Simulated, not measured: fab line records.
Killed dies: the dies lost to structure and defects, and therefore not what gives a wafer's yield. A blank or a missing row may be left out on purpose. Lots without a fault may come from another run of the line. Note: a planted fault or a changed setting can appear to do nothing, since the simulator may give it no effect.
Commonality check across tools    flow gf180mcu    14 lots, 42 wafers sampled

## WHY THIS WAS OPENED
Of 14 lots, 2 have the reading VT_IMPLANT_2_TW flagged at GF_VT_IMPLANT_TW_MEAS_21. Fault-free wafers read 1212, with a standard deviation of 9.8.
Rule: flag the lot when none of its wafers has a number, or when each of its wafers that has one lies beyond 4 standard deviations from that mean. The rest of the lots are taken to be sound.

lot   measured      on             VT_IMPLANT_2_TW, wafer by wafer  flag
L156  day 6 06:34   film-metro-02  1214 1211 1216                   
L157  day 6 12:24   film-metro-03  1213 1221 1216                   
L158  day 6 16:58   film-metro-03  1218 1210 1215                   
L159  day 7 03:20   film-metro-02  1208 1222 1213                   
L161  day 7 18:06   film-metro-03  1209 1208 1209                   
L162  day 7 23:29   film-metro-02  1218 1206 1216                   
L164  day 8 12:39   film-metro-02  1207 1209 1209                   
L165  day 8 18:03   film-metro-04  1195 1198 1194                   
L166  day 9 00:29   film-metro-03  1221 1221 1231                   
L168  day 9 11:42   film-metro-02  1221 1214 1219                   
L171  day 10 06:15  film-metro-04  1200 1192 1195                   
L172  day 10 11:02  film-metro-03  1268 1261 1273                   FLAGGED
L175  day 11 03:52  film-metro-02  1223 1215 1222                   
L176  day 11 11:29  film-metro-02  1268 1262 1266                   FLAGGED
On average the flagged lots' numbers are 1266, which is +54 against the usual, or +6 standard deviations.

## LOT BY LOT: THE TOOL USED
The record keeps 1 process step preceding the reading, out of 602 steps on the route. Cell contents, in order: the tool; ch with the chambers the sampled wafers went through; the start.
lot   flag     GF_VT_IMPLANT_IMPLANT_19
L156           implanter-04 ch 0, day 6 06:19
L157           implanter-03 ch 0, day 6 12:09
L158           implanter-01 ch 0, day 6 16:44
L159           implanter-01 ch 0, day 7 03:05
L161           implanter-04 ch 0, day 7 17:51
L162           implanter-04 ch 0, day 7 23:16
L164           implanter-01 ch 0, day 8 12:24
L165           implanter-04 ch 0, day 8 17:48
L166           implanter-04 ch 0, day 9 00:14
L168           implanter-04 ch 0, day 9 11:27
L171           implanter-03 ch 0, day 10 06:00
L172  FLAGGED  implanter-04 ch 0, day 10 10:47
L175           implanter-03 ch 0, day 11 03:37
L176  FLAGGED  implanter-04 ch 0, day 11 11:14
What is done by these steps:
- GF_VT_IMPLANT_IMPLANT_19
- GF_VT_IMPLANT_TW_MEAS_21

## FLAGGED AGAINST TOTAL, ONE TOOL AT A TIME (gauges that did the reading follow at the end)
step                      tool           lots run  flagged  share of the flagged lots  sound lots run after its first flagged lot
GF_VT_IMPLANT_IMPLANT_19  implanter-01   3         0        none                       -
GF_VT_IMPLANT_IMPLANT_19  implanter-03   3         0        none                       -
GF_VT_IMPLANT_IMPLANT_19  implanter-04   8         2        all                        0
GF_VT_IMPLANT_TW_MEAS_21  film-metro-02  7         1        some                       0
GF_VT_IMPLANT_TW_MEAS_21  film-metro-03  5         1        some                       0
GF_VT_IMPLANT_TW_MEAS_21  film-metro-04  2         0        none                       -

## WHAT THE TABLE PERMITS
In the table, 1 row covers all flagged lots: implanter-04 at GF_VT_IMPLANT_IMPLANT_19.
- implanter-04 at GF_VT_IMPLANT_IMPLANT_19 ran 8 lots, 2 of them flagged. It ran its last sound lot, L168, at day 9 11:27 and its first flagged lot, L172, at day 10 10:47: a fault with its onset between the two fits. Its own readings (dose-ions-cm2, faraday-current-uA) fall more than 4 standard deviations out on all wafers of the flagged lots.
One tool is left: implanter-04 at GF_VT_IMPLANT_IMPLANT_19.

## WHAT HAD BEEN PUT IN BY THE SIMULATOR
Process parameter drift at GF_VT_IMPLANT_IMPLANT_19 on implanter-04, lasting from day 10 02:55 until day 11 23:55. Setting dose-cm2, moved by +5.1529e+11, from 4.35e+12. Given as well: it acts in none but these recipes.
Lots struck among those shown: L172, L176. The rule given above showed the same thing.
